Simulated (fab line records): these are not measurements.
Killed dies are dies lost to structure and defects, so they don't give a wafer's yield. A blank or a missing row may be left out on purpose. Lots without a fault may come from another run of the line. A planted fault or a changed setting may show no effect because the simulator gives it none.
A lot that was struck, set against a sound lot | flow gf180mcu | 44 steps out of a route of 602
Sound: these wafers, L497.2, L497.4, L497.5. Struck: wafers L506.3, L506.5 (left out: L506.2, a lot-mate that was not struck); the cause follows at the end.
Order at every step that has rows: each side's tool, ch and its chambers, its first start. Under that, the readings that differ: sound wafers | struck wafers | difference of the means | sigmas: that difference in standard deviations of wafers without a fault.
alike: same words and numbers on both sides, and readings whose means sit less than 2 such deviations apart. not compared: any withheld reading, any reading some wafer has no value for, any bound like >300 that may hide the same value, and any number with overlapping values for which the record gives no deviation.
The two part at a step that has a row with sigmas, a row that says differs or no value, or rows on one side only. Non-overlapping numbers with no deviation appear without sigmas and do not part them. A reading missing from all wafers of one side parts the sides only when that side holds two or more wafers.

first, 4 steps without rows for these wafers: GF_V4_STRIP_19 (strips in post etch residue remover, time 1200 s); GF_V4_CLEAN_20 (cleans in DIW); GF_V4_SPUTTER_21 (material Ti, target thk 15 nm, time 80.02 s); GF_V4_SPUTTER_22 (material TiN, target thk 10 nm, time 40 s).
GF_V4_CVD_23: deposits W, target thk 350 nm, time 104.9 s.
  sound on cvd-w-02 ch 1, day 25 20:38; struck on cvd-w-01 ch 0,1, day 28 14:25
  alike: heater-power-w
GF_V4_RS_MEAS_24: measures by four-point-probe.
  struck on film-metro-01, day 28 14:32; sound on film-metro-02, day 25 20:46
  alike: V4_W_RS
GF_V4_THK_MEAS_25: measures by xrf.
  struck on film-metro-01, day 28 14:39; sound on film-metro-02, day 25 20:52
  alike: V4_W_THK
GF_V4_CMP_26: polishes, stops on SiO2, t overpolish 15 s, target thk 0 nm.
  sound on cmp-01 ch 1,3, day 25 20:55; struck on cmp-02 ch 1,3, day 28 15:20
  alike: edge-zone-pressure-frac, motor-current-A, overpolish-run-s, slurry-flow-ml-min, time-to-endpoint-s
then, 2 steps without rows for these wafers: GF_MIM_SPUTTER_00 (material Ti, target thk 37.5 nm, time 150 s); GF_MIM_SPUTTER_01 (material TiN, target thk 30 nm, time 25 s).
GF_MIM_SPUTTER_02: material AlCu, target thk 450 nm, time 23.9 s.
  struck on pvd-sputter-03, day 28 15:43; sound on pvd-sputter-02, day 25 21:22
  alike: throttle-valve-pct
then, 1 step without rows for these wafers: GF_MIM_SPUTTER_03 (material Ti, target thk 10 nm, time 6.7 s).
GF_MIM_SPUTTER_04: material TiN, target thk 50 nm, time 41.7 s.
  struck on pvd-sputter-03, day 28 15:46; sound on pvd-sputter-02, day 25 21:26
  reading                                 | sound             | struck      | difference | sigmas
  model.TiN_of_MIM_SPUTTER_04.thk-nm (nm) | 49.35 49.69 48.89 | 46.52 46.45 | -2.83      |
  alike: throttle-valve-pct
then, 1 step without rows for these wafers: GF_MIM_CVD_05 (deposits Si3N4, target thk 42 nm, time 29.086 s).
GF_MIM_THK_MEAS_06:
  struck on film-metro-03, day 28 15:51; sound on film-metro-02, day 25 21:31
  alike: MIM_CVD_05_THK
then, 1 step without rows for these wafers: GF_MIM_SPUTTER_07 (material TiN, target thk 60 nm, time 50 s).
GF_MIM_SPUTTER_08: material AlCu, target thk 200 nm, time 10.6 s.
  struck on pvd-sputter-01, day 28 15:57; sound on pvd-sputter-03, day 25 21:37
  alike: throttle-valve-pct
then, 1 step without rows for these wafers: GF_MIM_SPUTTER_09 (material TiN, target thk 35 nm, time 29.2 s).
GF_MIM_RS_MEAS_10: measures by four-point-probe.
  struck on film-metro-01, day 28 16:01; sound on film-metro-03, day 25 21:41
  alike: MIM_ALCU_RS
GF_MIM_THK_MEAS_11: measures by xrf.
  struck on film-metro-01, day 28 16:08; sound on film-metro-03, day 25 21:48
  alike: MIM_ALCU_THK
then, 18 steps without rows for these wafers: GF_MIM_DEHYDRATE_12 (time 60 s); GF_MIM_HMDS_13 (prime time 60 s); GF_MIM_COAT_14 (resist thk 1000 nm); GF_MIM_SOFTBAKE_15 (time 60 s); GF_MIM_EXPOSE_16 (exposes mask FuseTop, target cd 2000 nm); GF_MIM_PEB_17; GF_MIM_DEVELOP_18 (develop time 60 s); GF_MIM_METAL_ETCH_19 (etches the open film in Cl2/BCl3, stops on Si3N4, target depth 324.5 nm, time 54.1 s); GF_MIM_STRIP_20 (strips in O2/N2); GF_MIM_STRIP_21 (strips in post etch residue remover, time 1200 s); GF_MIM_CLEAN_22 (cleans in DIW); GF_M5_DEHYDRATE_00 (time 60 s); GF_M5_HMDS_01 (prime time 60 s); GF_M5_COAT_02 (resist thk 1000 nm); GF_M5_SOFTBAKE_03 (time 60 s); GF_M5_EXPOSE_04 (exposes mask Metal5, target cd 280 nm); GF_M5_PEB_05 (peb time 90 s); GF_M5_DEVELOP_06 (develop time 60 s).
GF_M5_CD_MEAS_07: target cd 280 nm.
  struck on cd-sem-01, day 30 05:51; sound on cd-sem-01, day 27 15:02
  alike: cd-nm
GF_M5_OVL_MEAS_08:
  struck on overlay-01, day 30 05:58; sound on overlay-02, day 27 15:09
  alike: M5_OVL
GF_M5_ETCH_09: etches Si3N4 in CF4/O2, target depth 52 nm, time 11.6 s.
  sound on rie-diel-04 ch 0,2,3, day 27 15:11; struck on rie-diel-02 ch 1, day 30 05:59
  reading               | sound             | struck      | difference | sigmas
  oes-product-au (a.u.) | 1.004 0.996 1.001 | 1.035 1.036 | +0.035     | +3
  alike: drypump-motor-current-A, throttle-valve-pct
  not compared: rf-hours-counter-h
then, 1 step without rows for these wafers: GF_M5_METAL_ETCH_10 (etches the open film in Cl2/BCl3, stops on SiO2, target depth 750.8 nm, time 125.1 s).
GF_V5_STRIP_19: strips in post etch residue remover, time 1200 s.
  sound on wet-bench-01 ch 0, day 28 12:32; struck on wet-bench-01 ch 3, day 31 01:44
  reading                                 | sound             | struck     | difference | sigmas
  model.TiN_of_MIM_SPUTTER_04.thk-nm (nm) | 48.93 49.27 48.47 | 46.1 46.03 | -2.8       |
GF_PASSIVATION_PROBE_99:
  rows exist in the record for the struck wafers here (prober-02, day 32 16:10), but not for the sound ones

== WHERE THEY PART ==
Last at GF_PASSIVATION_PROBE_99 as far as this record goes, first at GF_M5_ETCH_09.

WHY: what had been put in by the simulator
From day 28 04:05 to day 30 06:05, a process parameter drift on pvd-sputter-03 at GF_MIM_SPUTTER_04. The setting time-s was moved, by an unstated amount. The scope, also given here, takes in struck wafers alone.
